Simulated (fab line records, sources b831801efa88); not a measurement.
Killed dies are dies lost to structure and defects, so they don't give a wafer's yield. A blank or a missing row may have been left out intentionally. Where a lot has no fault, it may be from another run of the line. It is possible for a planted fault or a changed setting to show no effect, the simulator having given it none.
Matching of chambers + flow sky130 + SKY_FIELD_ISO_ETCH_17 on rieSi-01 has 4 sister chambers
The step etches Si in HBr/Cl2/O2, target depth 342 nm, time 97.7 s. 16 wafers are shown with their chamber, then 8 later ones without.

== WAFERS, EACH WITH ITS CHAMBER ==
| wafer  | chamber | drypumpMotorCurrentA (A) | oesProductAu (a.u.) | throttleValvePct (%) |
|--------|---------|--------------------------|---------------------|----------------------|
| L343.1 | 1       | 5.6                      | 0.990               | 25.649               |
| L343.3 | 2       | 4.9                      | 0.991               | 25.666               |
| L343.6 | 3       | 5.9                      | 1.001               | 25.661               |
| L344.1 | 2       | 4.9                      | 0.994               | 25.655               |
| L344.4 | 1       | 5.6                      | 0.994               | 25.664               |
| L344.6 | 0       | 5.7                      | 0.986               | 25.675               |
| L353.2 | 1       | 5.6                      | 1.003               | 25.666               |
| L353.4 | 0       | 5.7                      | 0.987               | 25.675               |
| L353.5 | 3       | 5.9                      | 0.993               | 25.653               |
| L359.2 | 3       | 5.9                      | 0.996               | 25.648               |
| L359.3 | 2       | 4.8                      | 1.005               | 25.654               |
| L359.6 | 0       | 5.7                      | 0.983               | 25.655               |
| L361.2 | 1       | 5.6                      | 1.010               | 25.652               |
| L361.4 | 0       | 5.7                      | 0.985               | 25.653               |
| L361.5 | 2       | 4.9                      | 1.006               | 25.654               |
| L362.1 | 1       | 5.6                      | 0.996               | 25.648               |

SIGNATURES, as means of the wafers listed above
| reading              | chamber 0 | chamber 1 | chamber 2 | chamber 3 | scatter within a chamber |
|----------------------|-----------|-----------|-----------|-----------|--------------------------|
| drypumpMotorCurrentA | 5.700     | 5.600     | 4.875     | 5.900     | 0.025                    |
| oesProductAu         | 0.98525   | 0.99860   | 0.99900   | 0.99667   | 0.00624                  |
| throttleValvePct     | 25.66450  | 25.65580  | 25.65725  | 25.65400  | 0.00878                  |
Rule: distance of a wafer from a chamber = root of the sum over the readings of ((wafer's reading minus chamber's mean) / reading's scatter) squared. If the next closest chamber is less than 2 further off than the closest, the wafer can't be placed; otherwise it belongs to the closest. The scatter: the root of (the sum of the squares of (reading less its chamber's mean) over the shown wafers, divided by (wafers less chambers)).

== WAFERS WITHOUT THEIR CHAMBER ==
| wafer  | drypumpMotorCurrentA (A) | oesProductAu (a.u.) | throttleValvePct (%) |
|--------|--------------------------|---------------------|----------------------|
| L362.3 | 4.9                      | 0.999               | 25.644               |
| L362.4 | 5.9                      | 0.994               | 25.673               |
| L364.1 | 5.9                      | 0.985               | 25.660               |
| L364.4 | 5.6                      | 1.004               | 25.663               |
| L364.6 | 5.6                      | 0.997               | 25.664               |
| L366.2 | 5.7                      | 0.994               | 25.650               |
| L366.3 | 5.6                      | 1.009               | 25.631               |
| L366.4 | 4.9                      | 1.005               | 25.655               |

== CHAMBER TAKEN BY EACH ==
| wafer  | from the rows above     | in truth |
|--------|-------------------------|----------|
| L362.3 | 2                       | 2        |
| L362.4 | 3                       | 3        |
| L364.1 | 3                       | 3        |
| L364.4 | 1                       | 1        |
| L364.6 | 1                       | 1        |
| L366.2 | can't be placed: 0 or 1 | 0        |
| L366.3 | 1                       | 1        |
| L366.4 | 2                       | 2        |
Correctly placed: 7 of 8. These rows do not allow placing 1 (true chamber among the candidates in 1). Wrongly placed: 0.
